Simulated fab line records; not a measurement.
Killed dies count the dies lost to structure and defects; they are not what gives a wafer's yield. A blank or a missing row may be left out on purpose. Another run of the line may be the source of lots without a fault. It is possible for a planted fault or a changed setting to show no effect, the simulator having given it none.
fab line records	flow sky130
record lots=6	wafers=18	last-day=50
route steps=708 shown LDD_N@247 LDD_P@255 PAD_OPEN@708
lots that met no fault: taken from a fault-free run of the same line
start-h: the number of hours between the record's first day and the start of the first shown wafer of the lot	wait-h: how many hours have passed since the lot's step before this one	" same as the row above	L1.1+2: a row that stands for several wafers	- value missing, or start not given	* or withheld: withheld	< > ~ a bound
route shown NAME@n: a module of which the file shows steps, and the number in the route of the first	usual: mean and standard deviation over wafers with no fault	same: alike in all rows	chamber/n: place in a boat	sites: each site's reading	_std_site: their standard deviation	_edge_site: outer sites' mean less inner sites'	radius-mm: for every site, how far away it sits from the centre of the wafer	mask NAME#n: copy n	behind: tool/chamber where the wafer was last shaped	hold: cause of the lot's hold/its duration in hours/its outcome	device: names the non-switching transistor (n, p or np)	end of line: tests of these same wafers at the route's end	where a step has no rows: the recipe by itself	killed: count of dies lost to structure and defects at first sort (not the wafer's yield)	map: a wafer's dies, marking killed ones x, the rest . and places with no die _
set.NAME: the setting the step ran with; set.NAME@STEP: the setting that earlier step ran with	model.NAME: the simulator's own value behind a step, which no gauge read
certain route steps with their lots: each step a table, each wafer a row
services: from which hour (start-h, from the record's first day; less than 0 if before it) a tool's chamber was out of use, for how many hours, and why
## steps
# step SKY_LDD_N_IMPLANT_10
# recipe species=As	energy-kev=20	dose-cm2=7.5e+13	tilt-deg=withheld	rotation-deg=203
# step SKY_LDD_N_IMPLANT_11
# recipe species=As	energy-kev=20	dose-cm2=7.5e+13	tilt-deg=withheld	rotation-deg=293
# step SKY_LDD_N_IMPLANT_12
# recipe species=BF2	energy-kev=50	dose-cm2=5e+12	tilt-deg=30	rotation-deg=0
# step SKY_LDD_N_IMPLANT_13
# recipe species=BF2	energy-kev=50	dose-cm2=5e+12	tilt-deg=30	rotation-deg=90
# step SKY_LDD_N_IMPLANT_14
# recipe species=BF2	energy-kev=50	dose-cm2=5e+12	tilt-deg=30	rotation-deg=180
# step SKY_LDD_N_IMPLANT_15
# recipe species=BF2	energy-kev=50	dose-cm2=5e+12	tilt-deg=30	rotation-deg=270
# step SKY_LDD_N_STRIP_16
# recipe chemistry=O2/N2	power-w=1400	pressure-mtorr=1500	platen-temp-c=withheld	o2-flow-sccm=3000	n2-flow-sccm=300	overash-fraction=0.5
# usual drypump-motor-current-A=5.9/0.37	oes-product-au=0.407/0.0048	strip-time-to-endpoint-s=4.319/0.014
lot.wafer	tool	chamber	start-h	wait-h	drypump-motor-current-A	oes-product-au	rf-hours-counter-h	strip-time-to-endpoint-s
L234.2	plasma-asher-02	0	410.95	0.1	6.5	0.413	29	4.315
L234.3	"	0	"	"	6.5	0.406	-	4.323
L234.4	"	1	"	"	5.8	0.408	-	4.319
L239.2	plasma-asher-02	0	485.85	0.1	6.5	0.399	37	4.315
L239.3	"	1	"	"	5.8	0.412	-	4.306
L239.5	"	1	"	"	5.8	0.395	-	4.323
L246.1	plasma-asher-01	0	522.19	0.1	6.1	0.404	9	4.342
L246.3	"	1	"	"	5.3	0.401	-	4.303
L246.6	"	0	"	"	6.1	0.413	-	4.335
L249.2	plasma-asher-03	1	538.30	0.1	5.6	0.412	72	4.315
L249.3	"	1	"	"	5.6	0.410	-	4.280
L249.4	"	0	"	"	5.9	0.408	-	4.319
L250.1	plasma-asher-01	1	547.84	0.1	5.3	0.409	12	4.309
L250.2	"	0	"	"	6.1	0.407	12	4.326
L250.4	"	0	"	"	6.1	0.423	-	4.315
L256.2	plasma-asher-02	0	605.70	0.1	6.5	0.410	49	4.340
L256.5	"	1	"	"	5.8	0.402	-	4.351
L256.6	"	0	"	"	6.5	0.415	-	4.337
# step SKY_LDD_N_TW_MEAS_17
# usual LDD_N_TW=2595/18
lot.wafer	tool	chamber	start-h	wait-h	LDD_N_TW
L234.2	film-metro-03	-	411.06	0.1	2598
L234.3	"	-	"	"	2580
L234.4	"	-	"	"	2588
L239.2	film-metro-04	-	485.96	0.1	2628
L239.3	"	-	"	"	2626
L239.5	"	-	"	"	2614
L246.1	film-metro-03	-	522.29	0.1	2570
L246.3	"	-	"	"	2572
L246.6	"	-	"	"	2583
L249.2	film-metro-02	-	538.41	0.1	2609
L249.3	"	-	"	"	2580
L249.4	"	-	"	"	2609
L250.1	film-metro-02	-	547.94	0.1	2595
L250.2	"	-	"	"	2594
L250.4	"	-	"	"	2616
L256.2	film-metro-02	-	605.81	0.1	2603
L256.5	"	-	"	"	2597
L256.6	"	-	"	"	2602
# step SKY_LDD_P_DEHYDRATE_00
# recipe temp-c=200	time-s=60
# step SKY_LDD_P_HMDS_01
# recipe prime-time-s=60	prime-temp-c=120
# step SKY_LDD_P_COAT_02
# recipe resist=NOVOLAK	spin-rpm=3000	resist-thk-nm=1140
# step SKY_LDD_P_SOFTBAKE_03
# recipe temp-c=90	time-s=60	resist=NOVOLAK
# step SKY_LDD_P_EXPOSE_04
# recipe mask-id=PSDM	na=0.6	source-shape=conventional	sigma-outer=0.6	polarization=unpolarized	target-cd-nm=380	dose-mj=138
lot.wafer	tool	chamber	start-h	wait-h	mask
L234.2+3+4	iline-stepper-02	0	425.94	-	PSDM#0
L239.2+3+5	iline-stepper-01	0	501.86	-	PSDM#0
L246.1+3+6	iline-stepper-02	0	537.46	-	PSDM#0
L249.2+3+4	iline-stepper-02	0	553.55	-	PSDM#0
L250.1+2+4	iline-stepper-02	0	563.98	-	PSDM#0
L256.2+5+6	iline-stepper-01	0	620.76	-	PSDM#0
# step SKY_LDD_P_PEB_05
# recipe temp-c=withheld	time-s=*	resist=NOVOLAK
# step SKY_LDD_P_DEVELOP_06
# recipe resist=NOVOLAK	developer=TMAH	develop-time-s=60	dev-temp-c=23
# step SKY_LDD_P_CD_MEAS_07
# recipe target-cd-nm=380
# usual cd-nm=379.9/2.1
lot.wafer	tool	chamber	start-h	wait-h	cd-nm
L234.2	cd-sem-02	-	440.02	0.1	379.5
L234.3	"	-	"	"	378.7
L234.4	"	-	"	"	378.5
L239.2	cd-sem-02	-	516.74	0.1	381.6
L239.3	"	-	"	"	381.0
L239.5	"	-	"	"	382.4
L246.1	cd-sem-02	-	552.42	0.1	378.2
L246.3	"	-	"	"	379.3
L246.6	"	-	"	"	380.7
L249.2	cd-sem-02	-	568.27	0.1	379.6
L249.3	"	-	"	"	365.2
L249.4	"	-	"	"	363.7
L250.1	cd-sem-01	-	577.40	0.1	368.1
L250.2	"	-	"	"	374.1
L250.4	"	-	"	"	362.7
L256.2	cd-sem-02	-	634.73	0.1	379.7
L256.5	"	-	"	"	382.3
L256.6	"	-	"	"	380.5
# step SKY_LDD_P_OVL_MEAS_08
# usual LDD_P_OVL=0.0/1.5
lot.wafer	tool	chamber	start-h	wait-h	LDD_P_OVL[nm]
L234.2	overlay-02	-	440.13	0.1	3.0
L234.3	"	-	"	"	2.7
L234.4	"	-	"	"	1.6
L239.2	overlay-01	-	516.84	0.1	-3.3
L239.3	"	-	"	"	-4.4
L239.5	"	-	"	"	-3.3
L246.1	overlay-01	-	552.54	0.1	1.0
L246.3	"	-	"	"	0.7
L246.6	"	-	"	"	-0.3
L249.2	overlay-01	-	568.38	0.1	-0.3
L249.3	"	-	"	"	0.6
L249.4	"	-	"	"	0.5
L250.1	overlay-02	-	577.52	0.1	-0.4
L250.2	"	-	"	"	-0.2
L250.4	"	-	"	"	-0.5
L256.2	overlay-01	-	634.84	0.1	-1.4
L256.5	"	-	"	"	-0.9
L256.6	"	-	"	"	0.7
# step SKY_PAD_OPEN_PROBE_99
# usual killed_at_M0_to_M3=43/6.8	killed_at_M4_up=3.0/1.8	killed-at-contacts=23/5.4	killed-at-front-end=15/4.4	killed-at-other=0.3/0.51	killed-dies=85/9.2	killed-on-rim=17/3.7	killed-open=47/6.8	killed-short=39/6.8
# same gross-dies=492	killed-at-back-side=0
lot.wafer	tool	chamber	start-h	wait-h	killed_at_M0_to_M3	killed_at_M4_up	killed-at-contacts	killed-at-front-end	killed-at-other	killed-dies	killed-on-rim	killed-open	killed-short
L239.2	prober-02	-	1128.52	0.1	38	2	24	13	0	77	15	43	34
L239.3	prober-02	-	1128.57	0.2	31	1	18	10	0	60	11	35	25
L239.5	prober-02	-	1128.67	0.2	48	2	17	8	1	76	17	40	36
L246.1	prober-01	-	1155.84	0.1	40	4	24	15	1	84	19	39	45
L246.3	prober-01	-	1155.94	0.2	40	0	30	14	0	84	19	44	40
L246.6	prober-01	-	1156.09	0.2	42	4	26	17	0	89	17	51	37
L250.1	prober-01	-	1166.24	0.1	57	5	20	14	0	96	23	45	51
L250.2	prober-01	-	1166.29	0.1	32	0	26	12	0	70	14	35	35
L250.4	prober-01	-	1166.39	0.2	54	9	23	23	0	109	23	57	52
# killed by level:class
L239.2 VIA2:geometric-particle:open=10 LI_CONTACT:geometric-particle:open=9 CONTACT:geometric-particle:open=7 FIELD_ISO:geometric-particle:open=5 VIA1:geometric-particle:open=5 METAL1:geometric-particle:short=4 METAL2:geometric-particle:short=4 CONTACT:geometric-particle:short=4
L239.3 VIA1:geometric-particle:open=7 LI_CONTACT:geometric-particle:open=6 METAL2:geometric-particle:short=6 VIA3:geometric-particle:open=6 CONTACT:geometric-particle:open=5 CONTACT:geometric-particle:short=4 POLY_GATE:geometric-particle:open=4 VIA2:geometric-particle:open=4
L239.5 VIA1:geometric-particle:open=9 METAL2:geometric-particle:open=8 LI_CONTACT:geometric-particle:open=6 METAL1:geometric-particle:short=6 METAL2:geometric-particle:short=6 CONTACT:geometric-particle:open=5 METAL3:geometric-particle:short=5 VIA1:geometric-particle:short=4
L246.1 CONTACT:geometric-particle:open=9 VIA1:geometric-particle:short=8 VIA3:geometric-particle:open=7 VIA3:geometric-particle:short=5 POLY_GATE:geometric-particle:open=5 LI_CONTACT:geometric-particle:open=5 POLY_GATE:geometric-particle:short=4 METAL1:geometric-particle:short=4
L246.3 LI_CONTACT:geometric-particle:open=14 VIA1:geometric-particle:open=9 METAL1:geometric-particle:short=7 CONTACT:geometric-particle:short=6 VIA3:geometric-particle:open=6 FIELD_ISO:geometric-particle:short=5 LI_CONTACT:geometric-particle:short=5 METAL2:geometric-particle:short=4
L246.6 LI_CONTACT:geometric-particle:open=9 CONTACT:geometric-particle:open=9 VIA1:geometric-particle:open=8 METAL2:geometric-particle:short=8 POLY_GATE:geometric-particle:open=5 VIA1:geometric-particle:short=5 VIA3:geometric-particle:open=5 POLY_GATE:geometric-particle:short=4
L250.1 METAL3:geometric-particle:short=11 VIA1:geometric-particle:open=10 METAL2:geometric-particle:short=8 VIA2:geometric-particle:open=7 CONTACT:geometric-particle:open=6 FIELD_ISO:geometric-particle:open=5 LI_CONTACT:geometric-particle:open=5 VIA3:geometric-particle:open=5
L250.2 CONTACT:geometric-particle:open=11 VIA2:geometric-particle:open=6 LOCAL_INTERCONNECT:geometric-particle:short=5 VIA1:geometric-particle:short=5 FIELD_ISO:geometric-particle:short=4 METAL2:geometric-particle:short=4 CONTACT:geometric-particle:short=4 VIA1:geometric-particle:open=4
L250.4 CONTACT:geometric-particle:open=10 VIA1:geometric-particle:open=10 METAL1:geometric-particle:short=9 METAL2:geometric-particle:short=7 FIELD_ISO:geometric-particle:short=6 METAL1:geometric-particle:open=6 POLY_GATE:geometric-particle:short=5 LI_CONTACT:geometric-particle:open=5
## services
tool	chamber	start-h	hours	kind
iline-stepper-01	-	387.34	1.7	pm
plasma-asher-01	-	421.25	9.0	pm
plasma-asher-01	0	421.25	9.0	vent-cycle
plasma-asher-01	1	421.25	9.0	vent-cycle
plasma-asher-01	0	430.25	-	clean
plasma-asher-01	1	430.25	-	clean
iline-stepper-02	-	464.95	1.7	pm
plasma-asher-02	-	525.00	2.8	repair
iline-stepper-01	-	525.56	21.2	repair
iline-stepper-01	-	594.51	2.1	pm
iline-stepper-01	-	596.60	-	consumable-replace:lamp
iline-stepper-01	-	605.52	1.7	pm
iline-stepper-02	-	612.28	6.0	repair
## key
first-sign step=SKY_LDD_P_CD_MEAS_07	reading=cd-nm	direction=down	sigmas=5.3	usual=379.9	struck=368.9
effect none on later readings
met-at SKY_LDD_P_EXPOSE_04
struck-wafers L249.2,L249.3,L249.4,L250.1,L250.2,L250.4
tester-left-out L249,L250
onset-between 537.46 553.55
fault kind=process-parameter-drift	tool=iline-stepper-02	chamber=-	onset-h=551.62	steps=SKY_LDD_P_EXPOSE_04	channel=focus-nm	offset=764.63	spread-by-wafer=0.3	shape=step	end-h=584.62
# tester-left-out: of these lots the tester's yield and bins aren't shown, on N5 and GAA mostly nor the transistor test; their killed dies are dies lost to structure and defects alone, not to doping, threshold or leakage, so they don't give the yield
